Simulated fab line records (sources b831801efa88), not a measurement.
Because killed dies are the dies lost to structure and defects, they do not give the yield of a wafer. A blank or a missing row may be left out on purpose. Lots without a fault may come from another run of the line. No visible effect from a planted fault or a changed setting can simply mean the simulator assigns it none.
Chamber matching || flow gf180mcu || GF_V1_CMP_26 on cmp-01: 4 sister chambers
The step polishes, stops on SiO2, t overpolish 15 s, target thk 0 nm. 8 wafers are shown with their chamber, then 8 later ones without.

== WAFERS, EACH WITH ITS CHAMBER ==
{"wafer": "L133.3", "chamber": 3, "motor current A (A)": 10.0, "slurry filter dp kPa (kPa)": 13.58}
{"wafer": "L137.1", "chamber": 0, "motor current A (A)": 11.7, "slurry filter dp kPa (kPa)": 13.74}
{"wafer": "L137.2", "chamber": 2, "motor current A (A)": 13.1, "slurry filter dp kPa (kPa)": 13.53}
{"wafer": "L137.4", "chamber": 1, "motor current A (A)": 9.5, "slurry filter dp kPa (kPa)": 13.33}
{"wafer": "L143.1", "chamber": 3, "motor current A (A)": 9.4, "slurry filter dp kPa (kPa)": 13.66}
{"wafer": "L143.3", "chamber": 0, "motor current A (A)": 11.8, "slurry filter dp kPa (kPa)": 13.39}
{"wafer": "L143.4", "chamber": 1, "motor current A (A)": 10.0, "slurry filter dp kPa (kPa)": 13.35}
{"wafer": "L146.4", "chamber": 2, "motor current A (A)": 12.2, "slurry filter dp kPa (kPa)": 13.60}

== WAFERS WITHOUT THEIR CHAMBER ==
{"wafer": "L146.5", "motor current A (A)": 13.2, "slurry filter dp kPa (kPa)": 13.52}
{"wafer": "L146.6", "motor current A (A)": 10.5, "slurry filter dp kPa (kPa)": 13.51}
{"wafer": "L147.3", "motor current A (A)": 9.6, "slurry filter dp kPa (kPa)": 13.74}
{"wafer": "L147.5", "motor current A (A)": 9.9, "slurry filter dp kPa (kPa)": 13.55}
{"wafer": "L147.6", "motor current A (A)": 11.4, "slurry filter dp kPa (kPa)": 13.47}
{"wafer": "L148.2", "motor current A (A)": 12.7, "slurry filter dp kPa (kPa)": 13.65}
{"wafer": "L148.4", "motor current A (A)": 10.1, "slurry filter dp kPa (kPa)": 13.88}
{"wafer": "L148.5", "motor current A (A)": 11.8, "slurry filter dp kPa (kPa)": 13.35}

== WHICH CHAMBER EACH ONE RAN IN ==
{"wafer": "L146.5", "from the rows above": 2, "in truth": 2}
{"wafer": "L146.6", "from the rows above": "can't be placed: 3 or 1 or 0", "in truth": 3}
{"wafer": "L147.3", "from the rows above": 3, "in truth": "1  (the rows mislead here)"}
{"wafer": "L147.5", "from the rows above": "can't be placed: 3 or 1", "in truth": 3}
{"wafer": "L147.6", "from the rows above": "can't be placed: 0 or 2", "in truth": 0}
{"wafer": "L148.2", "from the rows above": "can't be placed: 2 or 0", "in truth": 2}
{"wafer": "L148.4", "from the rows above": 3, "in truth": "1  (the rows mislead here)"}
{"wafer": "L148.5", "from the rows above": "can't be placed: 0 or 2", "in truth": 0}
Placed correctly: 1 of 8. Cannot be placed on the basis of these rows: 5; the candidates contain the true chamber in 5. Wrongly placed: 2.
How it was worked out, from the rows above alone: a wafer's distance from a chamber is the root of the sum, over the readings, of the square of ((its reading less the chamber's mean) divided by the reading's scatter). The wafer belongs to the nearest chamber; if the next one is less than 2 further off, it can't be placed. The mean given for a chamber averages the wafers shown for that chamber. The scatter is the square root of a quotient: the sum, over the shown wafers, of each reading's squared deviation from its chamber's mean, divided by wafers minus chambers.
